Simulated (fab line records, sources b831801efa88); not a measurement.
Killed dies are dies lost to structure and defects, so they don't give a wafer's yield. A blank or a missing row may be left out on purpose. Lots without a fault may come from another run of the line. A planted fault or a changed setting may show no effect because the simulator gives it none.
Which tool did it? | flow sky130 | 11 lots, 33 wafers sampled, at 5 steps of a route of 708

WHAT THE GAUGES READ, wafer by wafer
SKY_VT_ADJUST_HVTR_CD_MEAS_07: target cd 380 nm. Usual: cd_nm 379.1 nm, standard deviation 2.3.
lot  | measured     | on        | cd_nm (nm)        | flag
L796 | day 9 15:23  | cd_sem-01 | 375.0 376.8 373.0 |
L797 | day 10 01:30 | cd_sem-01 | 379.1 379.4 379.1 |
L798 | day 10 07:53 | cd_sem-01 | 379.5 378.5 376.6 |
L801 | day 11 02:24 | cd_sem-01 | 379.4 377.3 378.0 |
L805 | day 12 10:15 | cd_sem-02 | 373.0 373.5 373.5 |
L806 | day 12 11:56 | cd_sem-02 | 378.1 377.3 379.3 |
L807 | day 12 22:51 | cd_sem-01 | 379.4 380.0 378.6 |
L808 | day 13 05:10 | cd_sem-01 | 381.0 377.9 378.1 |
L809 | day 13 13:39 | cd_sem-02 | 377.0 376.3 378.8 |
L818 | day 16 21:59 | cd_sem-01 | 380.6 378.9 377.7 |
L819 | day 17 06:10 | cd_sem-01 | 380.7 380.3 381.3 |

SKY_POLY_GATE_THK_MEAS_01. Usual: POLY_GATE_CVD_00_THK 180.3 nm, standard deviation 1.7.
lot  | measured     | on            | POLY_GATE_CVD_00_THK (nm) | flag
L796 | day 14 03:34 | film_metro-02 | 178.9 179.3 179.4         |
L797 | day 14 12:36 | film_metro-02 | 180.7 180.5 182.4         |
L798 | day 14 23:43 | film_metro-01 | 180.7 182.8 180.7         |
L801 | day 15 19:16 | film_metro-03 | 180.9 181.3 179.4         |
L805 | day 17 07:30 | film_metro-03 | 183.1 180.7 180.8         |
L806 | day 17 10:53 | film_metro-03 | 180.1 180.1 179.4         |
L807 | day 17 21:40 | film_metro-01 | 178.8 178.3 178.6         |
L808 | day 18 06:59 | film_metro-02 | 127.2 126.7 129.5         | OFF
L809 | day 18 18:44 | film_metro-01 | 126.5 124.9 125.4         | OFF
L818 | day 22 08:52 | film_metro-03 | 181.1 181.8 183.0         |
L819 | day 22 19:19 | film_metro-02 | 183.6 183.0 184.0         |

SKY_METAL1_OVL_MEAS_16. Usual: METAL1_OVL -1 nm, standard deviation 4.9.
lot  | measured     | on         | METAL1_OVL (nm) | flag
L796 | day 32 22:42 | overlay-01 | -8 -3 -12       |
L797 | day 33 07:01 | overlay-02 | 0 3 -8          |
L798 | day 33 17:43 | overlay-01 | -2 -3 -1        |
L801 | day 34 14:37 | overlay-02 | 0 -4 -6         |
L805 | day 35 21:49 | overlay-01 | 5 0 0           |
L806 | day 36 04:06 | overlay-01 | -1 -6 1         |
L807 | day 36 11:27 | overlay-02 | -1 -8 0         |
L808 | day 36 19:53 | overlay-02 | -8 -8 -10       |
L809 | day 37 04:59 | overlay-02 | 5 9 11          |
L818 | day 40 05:29 | overlay-02 | 0 -4 -2         |
L819 | day 40 12:01 | overlay-02 | 5 6 1           |

WHICH TOOL RAN EACH LOT (tool, then ch and the chambers of the sampled wafers, then the start)
lot  | SKY_POLY_GATE_CVD_00        | SKY_POLY_GATE_ETCH_17
L796 | lpcvd-01 ch 0, day 14 02:22 | rie_si-01 ch 0,1,3, day 16 11:44
L797 | lpcvd-01 ch 0, day 14 11:24 | rie_si-02 ch 0,1, day 16 21:20
L798 | lpcvd-01 ch 1, day 14 22:31 | rie_si-01 ch 0,1,2, day 17 09:29
L801 | lpcvd-01 ch 1, day 15 18:04 | rie_si-01 ch 1,2,3, day 18 08:05
L805 | lpcvd-01 ch 1, day 17 06:17 | rie_si-02 ch 1,2, day 19 21:56
L806 | lpcvd-01 ch 1, day 17 09:41 | rie_si-02 ch 1,2, day 20 02:35
L807 | lpcvd-01 ch 0, day 17 20:28 | rie_si-01 ch 0,1,3, day 20 12:50
L808 | lpcvd-01 ch 0, day 18 05:47 | rie_si-02 ch 0,2,3, day 20 21:59
L809 | lpcvd-01 ch 0, day 18 16:55 | rie_si-01 ch 1,2,3, day 21 11:15
L818 | lpcvd-01 ch 0, day 22 07:40 | rie_si-02 ch 0,1,2, day 24 23:44
L819 | lpcvd-01 ch 1, day 22 18:05 | rie_si-01 ch 2,3, day 25 09:35
- SKY_POLY_GATE_CVD_00: deposits poly-Si, target thk 180 nm, time 720 s.
- SKY_POLY_GATE_ETCH_17: etches poly-Si in HBr/Cl2, stops on SiO2, target depth 180 nm, time 70.5 s.

WHAT THE TOOLS THEMSELVES READ (means of the sampled wafers that have a number; where no wafer has one, the mark that the record gives instead)
SKY_POLY_GATE_CVD_00. Usual: pressure_mtorr 199.9 mTorr, standard deviation 0.37; susceptor_temp_C 620.03 C, standard deviation 0.28.
lot  | tool     | pressure_mtorr (mTorr) | susceptor_temp_C (C) | flag
L796 | lpcvd-01 | 200.2                  | 619.96               |
L797 | lpcvd-01 | 200.3                  | 619.68               |
L798 | lpcvd-01 | 199.4                  | 620.42               |
L801 | lpcvd-01 | 199.5                  | 620.38               |
L805 | lpcvd-01 | 200.0                  | 619.99               |
L806 | lpcvd-01 | 199.5                  | 619.76               |
L807 | lpcvd-01 | 200.0                  | 620.04               |
L808 | lpcvd-01 | 99.9                   | 619.82               | OFF
L809 | lpcvd-01 | 100.1                  | 620.01               | OFF
L818 | lpcvd-01 | 199.7                  | 619.84               |
L819 | lpcvd-01 | 200.3                  | 620.43               |

SKY_POLY_GATE_ETCH_17. Usual: HBr_flow_sccm 150.0 sccm, standard deviation 0.47; drypump_motor_current_A 5.8 A, standard deviation 0.55; oes_product_au 0.984 a.u., standard deviation 0.011; throttle_valve_pct 33.685 %, standard deviation 0.009.
lot  | tool      | HBr_flow_sccm (sccm) | drypump_motor_current_A (A) | oes_product_au (a.u.) | throttle_valve_pct (%) | flag
L796 | rie_si-01 | 150.0                | 5.7                         | 0.985                 | 33.684                 |
L797 | rie_si-02 | 150.0                | 5.2                         | 0.977                 | 33.685                 |
L798 | rie_si-01 | 149.8                | 6.1                         | 0.998                 | 33.692                 |
L801 | rie_si-01 | 149.8                | 6.1                         | 0.994                 | 33.682                 |
L805 | rie_si-02 | 150.1                | 5.2                         | 0.976                 | 33.693                 |
L806 | rie_si-02 | 150.3                | 5.2                         | 0.980                 | 33.675                 |
L807 | rie_si-01 | 149.7                | 5.8                         | 0.986                 | 33.690                 |
L808 | rie_si-02 | 150.1                | 5.8                         | 0.790                 | 33.676                 | OFF
L809 | rie_si-01 | 150.5                | 6.1                         | 0.776                 | 33.694                 | OFF
L818 | rie_si-02 | 150.3                | 5.4                         | 0.985                 | 33.677                 |
L819 | rie_si-01 | 149.8                | 6.3                         | 1.000                 | 33.681                 |

THE ANSWER, worked out from the rows above alone
Rule: a lot is off if the mean of its wafers that have a number lies more than 3 standard deviations from the usual mean. A lot without any number at a reading at which 4 lots or more have one is off too. The other lots that the step has rows for count as sound. The gauges are gone through in route order, then the tools' own readings, and for those a lot's mean is taken as printed above. The first step at which some lot is off is used, and at that step the reading that is off furthest; a lot without a number counts as furthest.
Off: L808, L809, at SKY_POLY_GATE_THK_MEAS_01 (POLY_GATE_CVD_00_THK).
A tool fits if, at a process step before that reading, it ran every lot that is off, and no sound lot after the first of them. The gauges at SKY_POLY_GATE_THK_MEAS_01 aren't tried: what is off there is off at SKY_POLY_GATE_CVD_00 too, on other tools, and a gauge's error can't cause that. None of those tried fits.

WHAT THE SIMULATOR HAD PUT IN
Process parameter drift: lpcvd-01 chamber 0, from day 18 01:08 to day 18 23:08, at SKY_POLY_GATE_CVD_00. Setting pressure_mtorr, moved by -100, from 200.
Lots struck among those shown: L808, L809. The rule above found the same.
